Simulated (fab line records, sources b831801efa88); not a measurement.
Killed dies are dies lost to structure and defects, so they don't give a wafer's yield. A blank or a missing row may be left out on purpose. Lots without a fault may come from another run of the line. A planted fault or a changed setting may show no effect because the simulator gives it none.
Which tool did it? | flow sky130 | 14 lots, 42 wafers sampled, at 4 steps of a route of 708

WHAT THE GAUGES READ, wafer by wafer
SKY_VT_ADJUST_HVTR_TW_MEAS_11.
lot  | measured     | on            | VT_ADJUST_HVTR_TW
L898 | day 9 06:02  | film_metro-03 | 209.3 209.4 210.1
L899 | day 9 15:46  | film_metro-02 | 212.4 210.4 213.1
L900 | day 10 02:49 | film_metro-01 | 212.0 211.0 209.8
L901 | day 10 14:56 | film_metro-03 | 208.9 207.9 208.0
L902 | day 10 23:20 | film_metro-03 | 209.0 210.1 208.3
L905 | day 11 19:41 | film_metro-03 | 210.2 208.9 209.9
L908 | day 12 09:25 | film_metro-03 | 209.6 210.2 211.0
L909 | day 12 16:11 | film_metro-01 | 209.7 210.2 210.1
L911 | day 13 04:14 | film_metro-03 | 209.1 210.3 210.2
L914 | day 14 04:44 | film_metro-02 | 211.6 211.9 211.4
L918 | day 15 11:23 | film_metro-02 | 212.5 210.8 210.5
L919 | day 15 20:59 | film_metro-02 | 210.3 212.1 212.4
L920 | day 15 22:59 | film_metro-03 | 209.1 208.8 208.5
L921 | day 16 05:44 | film_metro-03 | 208.6 211.1 211.3

SKY_LDD_LDN_TW_MEAS_13.
lot  | measured     | on            | LDD_LDN_TW
L898 | day 22 13:55 | film_metro-01 | 1460 1473 1479
L899 | day 23 13:05 | film_metro-04 | 1486 1488 1483
L900 | day 24 17:14 | film_metro-02 | 1472 1464 1466
L901 | day 25 05:37 | film_metro-04 | 1482 1484 1485
L902 | day 25 03:49 | film_metro-02 | 1478 1478 1483
L905 | day 25 22:58 | film_metro-02 | 1484 1473 1477
L908 | day 26 08:30 | film_metro-02 | 1477 1488 1476
L909 | day 27 06:28 | film_metro-04 | 1494 1503 1496
L911 | day 27 11:34 | film_metro-04 | 1499 1492 1489
L914 | day 27 19:52 | film_metro-04 | 1501 1494 1496
L918 | day 29 23:27 | film_metro-04 | 1363 1356 1368 1371 1357 1357
L919 | day 30 02:07 | film_metro-01 | 1349 1350 1350 1349 1353 1341
L920 | day 30 01:52 | film_metro-02 | 1476 1488 1477
L921 | day 30 04:51 | film_metro-01 | 1477 1471 1468

WHICH TOOL RAN EACH LOT (tool, then ch and the chambers of the sampled wafers, then the start)
lot  | SKY_VT_ADJUST_LVTN_STRIP_20          | SKY_LDD_LDN_IMPLANT_08
L898 | plasma_asher-03 ch 0,1, day 7 14:13  | implanter-01 ch 0, day 22 13:14
L899 | plasma_asher-01 ch 0,1, day 7 22:18  | implanter-03 ch 0, day 23 12:23
L900 | plasma_asher-01 ch 0,1, day 8 06:54  | implanter-01 ch 0, day 24 16:32
L901 | plasma_asher-04 ch 0,1, day 8 19:11  | implanter-01 ch 0, day 25 04:56
L902 | plasma_asher-03 ch 0,1, day 9 03:13  | implanter-03 ch 0, day 25 03:07
L905 | plasma_asher-04 ch 0,1, day 9 21:01  | implanter-01 ch 0, day 25 22:17
L908 | plasma_asher-04 ch 0,1, day 10 11:31 | implanter-01 ch 0, day 26 07:48
L909 | plasma_asher-04 ch 1, day 10 17:12   | implanter-02 ch 0, day 27 05:47
L911 | plasma_asher-01 ch 0,1, day 11 02:55 | implanter-01 ch 0, day 27 10:53
L914 | plasma_asher-04 ch 0,1, day 12 02:50 | implanter-03 ch 0, day 27 19:12
L918 | plasma_asher-04 ch 0,1, day 13 08:37 | implanter-01, day 29 22:46
L919 | plasma_asher-03 ch 0,1, day 13 16:12 | implanter-01, day 30 01:26
L920 | plasma_asher-01 ch 0,1, day 13 17:47 | implanter-02 ch 0, day 30 01:11
L921 | plasma_asher-04 ch 0,1, day 14 00:21 | implanter-02 ch 0, day 30 04:09
- SKY_VT_ADJUST_LVTN_STRIP_20: strips in O2/N2.
- SKY_LDD_LDN_IMPLANT_08

WHAT THE TOOLS THEMSELVES READ (means of the sampled wafers that have a number; where no wafer has one, the mark that the record gives instead)
SKY_VT_ADJUST_LVTN_STRIP_20.
lot  | tool            | drypump_motor_current_A (A) | oes_product_au (a.u.) | strip_time_to_endpoint_s (s)
L898 | plasma_asher-03 | 5.9                         | 0.715                 | 14.18
L899 | plasma_asher-01 | 5.5                         | 0.713                 | 14.14
L900 | plasma_asher-01 | 5.5                         | 0.718                 | 14.20
L901 | plasma_asher-04 | 6.1                         | 0.712                 | 14.20
L902 | plasma_asher-03 | 6.0                         | 0.716                 | 14.14
L905 | plasma_asher-04 | 5.6                         | 0.715                 | 14.18
L908 | plasma_asher-04 | 6.1                         | 0.715                 | 14.09
L909 | plasma_asher-04 | 5.0                         | 0.715                 | 14.14
L911 | plasma_asher-01 | 5.8                         | 0.714                 | 14.18
L914 | plasma_asher-04 | 5.6                         | 0.717                 | 14.20
L918 | plasma_asher-04 | 5.6                         | 0.717                 | 14.15
L919 | plasma_asher-03 | 6.1                         | 0.714                 | 14.17
L920 | plasma_asher-01 | 5.5                         | 0.722                 | 14.21
L921 | plasma_asher-04 | 5.6                         | 0.721                 | 14.18

SKY_LDD_LDN_IMPLANT_08.
lot  | tool         | beam_energy_keV | beam_on_s (s)
L898 | implanter-01 | 15.005          | 10.15
L899 | implanter-03 | 15.002          | 10.02
L900 | implanter-01 | 15.000          | 10.08
L901 | implanter-01 | 14.998          | 10.05
L902 | implanter-03 | 14.998          | 9.90
L905 | implanter-01 | 15.001          | 9.89
L908 | implanter-01 | 15.000          | 10.17
L909 | implanter-02 | 14.993          | 10.24
L911 | implanter-01 | 15.002          | 9.76
L914 | implanter-03 | 15.003          | 9.90
L918 | implanter-01 | -               | -
L919 | implanter-01 | -               | -
L920 | implanter-02 | 14.997          | 10.08
L921 | implanter-02 | 15.000          | 10.07

THE ANSWER, worked out from the rows above alone
Rule: what is usual is taken from the lots themselves. Put in order of their means at a reading, lots are off if they are a third of the lots or fewer, leave a main group of 4 or more, and stand apart from it by a gap of 3 or more times the standard deviation of the main group's means; of several such gaps the widest counts. A main group whose means are all the same, to the digits that the tables above print for the reading, isn't used. A lot without any number at a reading at which 4 lots or more have one is off too. The other lots that the step has rows for count as sound. The gauges are gone through in route order, then the tools' own readings, and for those a lot's mean is taken as printed above. The first step at which some lot is off is used, and at that step the reading that is off furthest; a lot without a number counts as furthest.
Off: L918, L919, at SKY_LDD_LDN_TW_MEAS_13 (LDD_LDN_TW). The main group: mean 1482, standard deviation 9.5.
A tool fits if, at a process step before that reading, it ran every lot that is off, and no sound lot after the first of them. The gauges at SKY_LDD_LDN_TW_MEAS_13 aren't tried: what is off there is off at SKY_LDD_LDN_IMPLANT_08 too, on other tools, and a gauge's error can't cause that. One fits: implanter-01 at SKY_LDD_LDN_IMPLANT_08. Its last sound lot is L911 (day 27 10:53), its first lot that is off L918 (day 29 22:46): a fault that began between those two fits.
Blank at SKY_LDD_LDN_IMPLANT_08 on the lots that are off, where sound lots have numbers: beam_energy_keV, beam_on_s.

WHAT THE SIMULATOR HAD PUT IN
Skipped step whole: implanter-01, from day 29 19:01 on, at SKY_LDD_LDN_IMPLANT_08. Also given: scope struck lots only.
Lots struck among those shown: L918, L919. The rule above found the same.
